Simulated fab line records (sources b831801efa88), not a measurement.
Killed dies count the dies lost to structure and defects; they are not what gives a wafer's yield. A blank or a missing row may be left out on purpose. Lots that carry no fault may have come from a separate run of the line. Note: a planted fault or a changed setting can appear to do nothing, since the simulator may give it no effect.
A lot that was struck, set against a sound lot || flow sky130 || 44 out of 708 route steps
Sound: the wafers L236.1, L236.2, L236.5. The struck wafers were L240.1, L240.5, L240.6. The cause is given at the end.
Per side, at each step with rows, come the tool, then ch with its chambers, and then its first start. Under that, the readings that differ: sound wafers || struck wafers || difference of the means || sigmas: that difference in standard deviations of wafers without a fault.
alike: readings with means less than 2 such deviations apart, plus words and numbers identical on both sides. not compared: withheld readings, readings lacking a value on some wafer, bounds such as >300 that could conceal the same value, and numbers that have no deviation in the record and whose values overlap.
Wherever a step has rows on one side only, a row that says differs or no value, or a row with sigmas, the two part there. Non-overlapping numbers with no deviation appear without sigmas and do not part them. Lack of a reading on every wafer of one side parts them only where that side has two or more wafers.

first, 1 step without rows for these wafers: SKY_VIA3_ETCH_15 (etches SiO2 in C4F8/O2/Ar, stops on TiN, target depth 507 nm, time 78 s).
SKY_VIA3_STRIP_16: strips in O2/N2.
  sound on plasma asher-01 ch 0,1, day 40 01:22; struck on plasma asher-03 ch 0,1, day 42 02:23
  alike: drypump motor current A, oes product au, strip time to endpoint s
  not compared: rf hours counter h
then, 5 steps without rows for these wafers: SKY_VIA3_STRIP_17 (strips in post etch residue remover, time 1200 s); SKY_VIA3_CLEAN_18 (cleans in IPA, time 180 s); SKY_VIA3_CLEAN_19 (cleans in O3/DIW); SKY_VIA3_SPUTTER_20 (material TiN, target thk 20 nm, time 80 s); SKY_VIA3_CVD_21 (deposits W, target thk 390 nm, time 117.31 s).
SKY_VIA3_RS_MEAS_22: measures by four-point-probe.
  sound on film metro-01, day 40 02:12; struck on film metro-03, day 42 03:25
  alike: VIA3_W_RS
SKY_VIA3_THK_MEAS_23: measures by xrf.
  sound on film metro-01, day 40 02:19; struck on film metro-03, day 42 03:32
  alike: VIA3_W_THK
SKY_VIA3_CMP_24: polishes, stops on SiO2, t overpolish 20 s, target thk 0 nm.
  sound on cmp-01 ch 0,3, day 40 02:26; struck on cmp-02 ch 0,3, day 42 03:38
  alike: motor current A, overpolish run s, time to endpoint s
SKY_METAL4_SPUTTER_00: material Ti, target thk 15 nm, time 10 s.
  sound on pvd sputter-04, day 40 02:41; struck on pvd sputter-01, day 42 03:53
  alike: throttle valve pct
then, 1 step without rows for these wafers: SKY_METAL4_SPUTTER_01 (material TiN, target thk 20 nm, time 16.32 s).
SKY_METAL4_SPUTTER_02: material AlCu, target thk 735 nm, time 39.1 s.
  sound on pvd sputter-04, day 40 02:44; struck on pvd sputter-01, day 42 03:56
{"reading": "model.AlCu_of_METAL4_SPUTTER_02.thk nm (nm)", "sound": "720.9 728.9 730.8", "struck": "1389 1382 1389", "difference": "+660", "sigmas": ""}
  alike: throttle valve pct
then, 2 steps without rows for these wafers: SKY_METAL4_SPUTTER_03 (material Ti, target thk 5 nm, time 3.3 s); SKY_METAL4_SPUTTER_04 (material TiN, target thk 70 nm, time 58.3 s).
SKY_CAP2M_CVD_00: deposits SiO2, target thk 15.5 nm.
  sound on pecvd-02 ch 0,1,2, day 40 02:50; struck on pecvd-02 ch 0,1,2, day 42 04:03
  alike: heater power w
SKY_CAP2M_THK_MEAS_01:
  sound on film metro-01, day 40 02:52; struck on film metro-01, day 42 04:04
  alike: CAP2M_CVD_00_THK
SKY_CAP2M_SPUTTER_02: material TiN, target thk 200 nm, time 166.7 s.
  sound on pvd sputter-02, day 40 02:55; struck on pvd sputter-02, day 42 04:08
  alike: substrate temp c, throttle valve pct
SKY_CAP2M_RS_MEAS_03: measures by four-point-probe.
  sound on film metro-03, day 40 03:01; struck on film metro-02, day 42 04:14
  alike: CAP2M_TIN_RS
SKY_CAP2M_THK_MEAS_04: measures by xrf.
  sound on film metro-03, day 40 03:08; struck on film metro-02, day 42 04:22
{"reading": "CAP2M_TIN_THK (nm)", "sound": "201.6 199.2 201.3", "struck": "193.2 195.2 194.0", "difference": -6.6, "sigmas": -2}
then, 7 steps without rows for these wafers: SKY_CAP2M_DEHYDRATE_05 (time 60 s); SKY_CAP2M_HMDS_06 (prime time 60 s); SKY_CAP2M_COAT_07 (resist thk 1140 nm); SKY_CAP2M_SOFTBAKE_08 (time 60 s); SKY_CAP2M_EXPOSE_09 (exposes mask CAP2M, target cd 1000 nm); SKY_CAP2M_PEB_10; SKY_CAP2M_DEVELOP_11 (develop time 60 s).
SKY_CAP2M_OVL_MEAS_12:
  sound on overlay-02, day 41 02:25; struck on overlay-01, day 43 03:28
  alike: CAP2M_OVL
then, 13 steps without rows for these wafers: SKY_CAP2M_METAL_ETCH_13 (etches TiN in Cl2/BCl3, stops on SiO2, target depth 220 nm, time 62.9 s); SKY_CAP2M_STRIP_14 (strips in O2/N2); SKY_CAP2M_STRIP_15 (strips in post etch residue remover, time 1200 s); SKY_CAP2M_CLEAN_16 (cleans in IPA, time 180 s); SKY_CAP2M_CLEAN_17 (cleans in O3/DIW); SKY_METAL4_DEHYDRATE_05 (time 60 s); SKY_METAL4_HMDS_06 (prime time 60 s); SKY_METAL4_COAT_07 (resist thk 60 nm); SKY_METAL4_COAT_08 (resist thk 1140 nm); SKY_METAL4_SOFTBAKE_09 (time 90 s); SKY_METAL4_EXPOSE_10 (exposes mask MM4, target cd 300 nm); SKY_METAL4_PEB_11; SKY_METAL4_DEVELOP_12 (develop time 60 s).
SKY_METAL4_CD_MEAS_13: the cd target is 300 nm.
  sound on cd sem-01, day 42 02:43; struck on cd sem-02, day 44 02:58
  alike: cd nm
SKY_METAL4_METAL_ETCH_18: etches the open film in Cl2/BCl3, stops on SiO2, target depth 845 nm, time 183.1 s.
  sound on rie metal-04 ch 0,1, day 42 03:01; struck on rie metal-02 ch 0,1, day 44 03:16
{"reading": "oes product au (a.u.)", "sound": "0.863 0.862 0.862", "struck": "1.010 1.017 1.023", "difference": "+0.154", "sigmas": "+23"}
  alike: drypump motor current A, he backside leak sccm, throttle valve pct
  not compared: rf hours counter h
SKY_PAD_OPEN_PROBE_99:
  rows exist in the record for the sound wafers here (prober-01, day 46 02:16), none for the struck ones

## WHERE THEY PART
First at SKY_CAP2M_THK_MEAS_04; last, within this record, at SKY_PAD_OPEN_PROBE_99.

WHY: whatever the simulator had introduced
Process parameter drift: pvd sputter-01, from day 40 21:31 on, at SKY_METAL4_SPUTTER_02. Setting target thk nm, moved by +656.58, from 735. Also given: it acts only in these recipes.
